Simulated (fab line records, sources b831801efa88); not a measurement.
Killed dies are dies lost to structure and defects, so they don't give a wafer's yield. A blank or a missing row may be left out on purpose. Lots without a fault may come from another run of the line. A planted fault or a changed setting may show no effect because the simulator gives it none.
A struck lot beside a sound one | flow sky130 | 15 steps out of a route of 708
Sound: wafers L904.1, L904.2, L904.5. Struck: wafers L909.2, L909.4, L909.6. The cause comes at the end.
At each step with rows: each side's tool, then ch and its chambers, then its first start. Under that, the readings that differ: sound wafers | struck wafers | difference of the means | sigmas: that difference in standard deviations of wafers without a fault.
alike: readings whose means differ by less than 2 such deviations, and words and numbers that are the same on both sides. not compared: withheld readings, readings that some wafer has no value for, bounds like >300 that may hide the same value, and numbers for which the record gives no deviation and whose values overlap.
The two part at a step that has a row with sigmas, a row that says differs or no value, or rows on one side only. Numbers that don't overlap but have no deviation are shown without sigmas and don't part them. A reading that every wafer of one side lacks parts them only if that side has two wafers or more.

SKY_VT_ADJUST_PCH_TW_MEAS_10:
  sound on film_metro-04, day 10 10:25; struck on film_metro-01, day 11 22:52
  alike: VT_ADJUST_PCH_TW
then, 7 steps without rows for these wafers: SKY_SONOS_TUNNEL_DEHYDRATE_00 (time 60 s); SKY_SONOS_TUNNEL_HMDS_01 (prime time 60 s); SKY_SONOS_TUNNEL_COAT_02 (resist thk 1140 nm); SKY_SONOS_TUNNEL_SOFTBAKE_03 (time 60 s); SKY_SONOS_TUNNEL_EXPOSE_04 (exposes mask TUNM, target cd 410 nm); SKY_SONOS_TUNNEL_PEB_05; SKY_SONOS_TUNNEL_DEVELOP_06 (develop time 60 s).
SKY_SONOS_TUNNEL_CD_MEAS_07: target cd 410 nm.
  sound on cd_sem-01, day 11 09:24; struck on cd_sem-01, day 12 23:47
  alike: cd_nm
SKY_SONOS_TUNNEL_OVL_MEAS_08:
  sound on overlay-01, day 11 09:31; struck on overlay-01, day 12 23:54
  alike: SONOS_TUNNEL_OVL
then, 2 steps without rows for these wafers: SKY_SONOS_TUNNEL_IMPLANT_09; SKY_SONOS_TUNNEL_WET_ETCH_10 (etches SiO2 in dHF, target depth 14 nm, time 280 s).
SKY_SONOS_TUNNEL_STRIP_11: strips in SPM, time 600 s.
  sound on wet_bench-01 ch 3, day 11 09:48; struck on wet_bench-04 ch 3, day 13 00:10
  no value came back on the struck wafers for bath_guard_temp_C (C), bath_heat_duty_pct (%); on the sound wafers bath_guard_temp_C (C) reads 129.7 129.6 130.1
  reading                                           | sound | struck         | difference | sigmas
  model.NOVOLAK_of_SONOS_TUNNEL_COAT_02.thk_nm (nm) | 0 0 0 | 1139 1140 1142 | +1140      |
SKY_SONOS_TUNNEL_TW_MEAS_12:
  sound on film_metro-04, day 11 09:58; struck on film_metro-01, day 13 00:22
  alike: SONOS_TUNNEL_TW
-- the record jumps here: 34 days lie between the struck wafers' starts before and after (it left off in module SONOS_TUNNEL and takes up again in module PAD_OPEN, whose first step shown is number 708 of the route) --
SKY_PAD_OPEN_PROBE_99:
  sound on prober-02, day 45 11:03; struck on prober-02, day 46 22:55
  reading             | sound     | struck      | difference | sigmas
  killed_at_M0_to_M3  | 58 63 59  | 49 39 37    | -18        | -2
  killed_at_front_end | 17 15 12  | 411 421 439 | +409       | +93
  killed_dies         | 96 105 95 | 492 492 492 | +393       | +42
  killed_on_rim       | 21 21 16  | 96 96 96    | +77        | +20
  alike: killed_at_M4_up, killed_at_contacts, killed_at_other, killed_open, killed_short

WHERE THEY PART
First at SKY_SONOS_TUNNEL_STRIP_11; last, within this record, at SKY_PAD_OPEN_PROBE_99.

WHY: what the simulator had put in
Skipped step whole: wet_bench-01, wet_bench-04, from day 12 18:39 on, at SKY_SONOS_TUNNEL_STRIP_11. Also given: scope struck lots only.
